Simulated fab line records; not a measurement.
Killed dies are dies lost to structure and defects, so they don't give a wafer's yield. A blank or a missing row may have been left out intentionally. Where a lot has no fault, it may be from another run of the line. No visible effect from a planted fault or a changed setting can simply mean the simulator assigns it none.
A struck lot beside a sound one + flow sky130 + 32 out of 708 route steps
Sound: these wafers, L326.2, L326.4, L326.6. Struck: wafers L341.2, L341.5 (left out: L341.6, a lot-mate that was not struck); the cause follows at the end.
For every step that has rows: the tool of each side, followed by ch and its chambers, followed by its first start. Under that, the readings that differ: sound wafers + struck wafers + difference of the means + sigmas: that difference in standard deviations of wafers without a fault.
alike: a reading whose means differ by less than 2 such deviations, as well as words and numbers matching on both sides. not compared: withheld readings; readings where some wafer has no value; bounds like >300 that might hide an equal value; numbers whose values overlap and for which the record gives no deviation.
The two part at a step that has a row with sigmas, a row that says differs or no value, or rows on one side only. Non-overlapping numbers with no deviation appear without sigmas and do not part them. Lack of a reading on every wafer of one side parts them only where that side has two or more wafers.

first, 5 steps without rows for these wafers: SKY_VIA1_ETCH_15 (etches SiO2 in C4F8/O2/Ar, stops on TiN, target depth 351 nm, time 54 s); SKY_VIA1_STRIP_16 (strips in O2/N2); SKY_VIA1_STRIP_17 (strips in post etch residue remover, time 1200 s); SKY_VIA1_CLEAN_18 (cleans in IPA, time 180 s); SKY_VIA1_CLEAN_19 (cleans in O3/DIW).
SKY_VIA1_SPUTTER_20: material TiN, target thk 20 nm, time 80 s.
  sound on pvd sputter-03 at day 35 09:14; struck on pvd sputter-03 at day 39 15:44
  alike: throttle valve pct
then, 1 step without rows for these wafers: SKY_VIA1_CVD_21 (deposits W, target thk 270 nm, time 80.902 s).
SKY_VIA1_RS_MEAS_22: the measuring method here is four-point-probe.
  sound on film metro-02 at day 35 09:25; struck on film metro-03 at day 39 15:55
| reading            | sound             | struck      | difference | sigmas |
|--------------------|-------------------|-------------|------------|--------|
| VIA1_W_RS (ohm/sq) | 0.425 0.421 0.423 | 0.433 0.437 | +0.012     | +2     |
SKY_VIA1_THK_MEAS_23: measures by xrf.
  sound on film metro-02 at day 35 09:31; struck on film metro-03 at day 39 16:02
| reading         | sound       | struck  | difference | sigmas |
|-----------------|-------------|---------|------------|--------|
| VIA1_W_THK (nm) | 276 279 275 | 270 267 | -8         | -2     |
SKY_VIA1_CMP_24: polishes, stops on SiO2, t overpolish 15 s, target thk 0 nm.
  sound on cmp-02 ch 1,2,3, day 35 09:40; struck on cmp-02 ch 2,3, day 39 16:05
  alike: motor current A, overpolish run s, time to endpoint s
then, 1 step without rows for these wafers: SKY_METAL2_SPUTTER_00 (material Ti, target thk 15 nm, time 10 s).
SKY_METAL2_SPUTTER_01: material TiN, target thk 20 nm, time 16.7 s.
  sound on pvd sputter-02 at day 35 09:53; struck on pvd sputter-01 at day 39 16:24
  alike: throttle valve pct
SKY_METAL2_SPUTTER_02: material AlCu, target thk 250 nm, time 13.3 s.
  sound on pvd sputter-02 at day 35 09:55; struck on pvd sputter-01 at day 39 16:25
| reading                                     | sound             | struck    | difference | sigmas |
|---------------------------------------------|-------------------|-----------|------------|--------|
| model.AlCu_of_METAL2_SPUTTER_02.thk nm (nm) | 243.3 248.3 244.1 | 192 192.8 | -53        |        |
  alike: throttle valve pct
SKY_METAL2_SPUTTER_03: material Ti, target thk 5 nm, time 3.3 s.
  sound on pvd sputter-02 at day 35 09:56; struck on pvd sputter-01 at day 39 16:27
  alike: throttle valve pct
SKY_METAL2_SPUTTER_04: material TiN, target thk 70 nm, time 58.3 s.
  sound on pvd sputter-02 at day 35 09:58; struck on pvd sputter-01 at day 39 16:28
  alike: throttle valve pct
SKY_METAL2_RS_MEAS_05: the measuring method here is four-point-probe.
  sound on film metro-03 at day 35 10:02; struck on film metro-03 at day 39 16:32
| reading                 | sound                | struck        | difference | sigmas |
|-------------------------|----------------------|---------------|------------|--------|
| METAL2_ALCU_RS (ohm/sq) | 0.1306 0.1278 0.1301 | 0.1667 0.1663 | +0.0370    | +22    |
SKY_METAL2_THK_MEAS_06: measures by xrf.
  sound on film metro-03 at day 35 10:08; struck on film metro-03 at day 39 16:39
| reading              | sound       | struck  | difference | sigmas |
|----------------------|-------------|---------|------------|--------|
| METAL2_ALCU_THK (nm) | 247 250 247 | 195 194 | -54        | -15    |
then, 8 steps without rows for these wafers: SKY_METAL2_DEHYDRATE_07 (time 60 s); SKY_METAL2_HMDS_08 (prime time 60 s); SKY_METAL2_COAT_09 (resist thk 60 nm); SKY_METAL2_COAT_10 (resist thk 450 nm); SKY_METAL2_SOFTBAKE_11 (time 87.97 s); SKY_METAL2_EXPOSE_12 (exposes mask MM2, target cd 140 nm); SKY_METAL2_PEB_13; SKY_METAL2_DEVELOP_14 (develop time 60 s).
SKY_METAL2_CD_MEAS_15 targets a cd of 140 nm.
  sound on cd sem-02 at day 36 13:04; struck on cd sem-01 at day 40 17:40
  alike: cd nm
SKY_METAL2_OVL_MEAS_16:
  sound on overlay-02 at day 36 13:11; struck on overlay-01 at day 40 17:47
  alike: METAL2_OVL
then, 2 steps without rows for these wafers: SKY_METAL2_DESCUM_17 (chemistry O2, time 8 s); SKY_METAL2_ETCH_18 (etches BARC in N2/H2, stops on SiO2, time 45.9 s, target depth 60 nm).
SKY_METAL2_METAL_ETCH_19: etches the open film in Cl2/BCl3, stops on SiO2, target depth 360 nm, time 78 s.
  sound on rie metal-04 ch 0,1, day 36 13:20; struck on rie metal-04 ch 0,1, day 40 17:54
| reading               | sound             | struck      | difference | sigmas |
|-----------------------|-------------------|-------------|------------|--------|
| oes product au (a.u.) | 0.850 0.851 0.849 | 0.811 0.800 | -0.044     | -7     |
  alike: bias w, drypump motor current A, throttle valve pct
  not compared: rf hours counter h
then, 1 step without rows for these wafers: SKY_METAL2_STRIP_20 (strips in O2/N2).
-- the record jumps here: 10 days lie between the struck wafers' starts before and after (it left off in module METAL2 and takes up again in module PAD_OPEN, whose first step shown is number 708 of the route) --
SKY_PAD_OPEN_PROBE_99:
  sound on prober-02 at day 47 02:50; struck on prober-02 at day 50 09:21
| reading                      | sound                | struck        | difference | sigmas |
|------------------------------|----------------------|---------------|------------|--------|
| model.etest.met2.line ohm um | 0.9556 0.9683 0.9659 | 1.196 1.235   | +0.252     |        |
| model.etest.met2.rs ohm sq   | 0.1322 0.1297 0.1306 | 0.1691 0.1686 | +0.0380    |        |
  alike: defect limited yield, killed_at_M0_to_M3, killed_at_M4_up, killed at contacts, killed at front end, killed at other, killed dies, killed open, killed short, sort_bin_3_pad_short, sort_bin_5_function, sort_bin_6_memory, sort n pass, sort yield pct

## WHERE THEY PART
Earliest at SKY_VIA1_RS_MEAS_22; latest, in this record, at SKY_METAL2_METAL_ETCH_19. Later steps at which nothing parts them and some readings are alike: SKY_PAD_OPEN_PROBE_99.

WHY: whatever the simulator had introduced
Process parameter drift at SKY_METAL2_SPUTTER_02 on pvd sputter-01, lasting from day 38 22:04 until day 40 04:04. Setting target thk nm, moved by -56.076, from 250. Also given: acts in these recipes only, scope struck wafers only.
